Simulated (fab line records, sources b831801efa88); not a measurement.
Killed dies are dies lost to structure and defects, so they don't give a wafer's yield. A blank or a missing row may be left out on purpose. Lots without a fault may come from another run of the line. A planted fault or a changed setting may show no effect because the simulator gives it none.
Chamber matching | flow sky130 | SKY_CONTACT_CVD_00 on pecvd-04: 3 sister chambers
The step deposits Si3N4, target thk 75 nm. 6 wafers are shown with their chamber, then 8 later ones without.

WAFERS WITH THEIR CHAMBER
wafer  | chamber | heater_power_w (W)
L081.6 | 0       | 684
L082.1 | 0       | 846
L082.2 | 1       | 716
L089.1 | 1       | 798
L089.6 | 2       | 751
L092.2 | 2       | 787

WAFERS WITHOUT THEIR CHAMBER
wafer  | heater_power_w (W)
L092.4 | 797
L092.6 | 787
L094.2 | 795
L094.3 | 756
L094.4 | 719
L096.1 | 688
L096.2 | 769
L096.5 | 759

WHICH CHAMBER EACH WENT THROUGH
wafer  | from the rows above          | in truth
L092.4 | can't be placed: 2 or 0 or 1 | 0
L092.6 | can't be placed: 2 or 0 or 1 | 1
L094.2 | can't be placed: 2 or 0 or 1 | 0
L094.3 | can't be placed: 1 or 0 or 2 | 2
L094.4 | can't be placed: 1 or 0 or 2 | 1
L096.1 | can't be placed: 1 or 0 or 2 | 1
L096.2 | can't be placed: 2 or 0 or 1 | 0
L096.5 | can't be placed: 1 or 0 or 2 | 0
Placed correctly: 0 of 8. Can't be placed from these rows: 8 (the true chamber is among the candidates in 8). Placed wrongly: 0.
How it was worked out, from the rows above alone: a wafer's distance from a chamber is the root of the sum, over the readings, of the square of ((its reading less the chamber's mean) divided by the reading's scatter). The wafer belongs to the nearest chamber; if the next one is less than 2 further off, it can't be placed. A chamber's mean is the mean of its shown wafers. The scatter: the root of (the sum of the squares of (reading less its chamber's mean) over the shown wafers, divided by (wafers less chambers)).
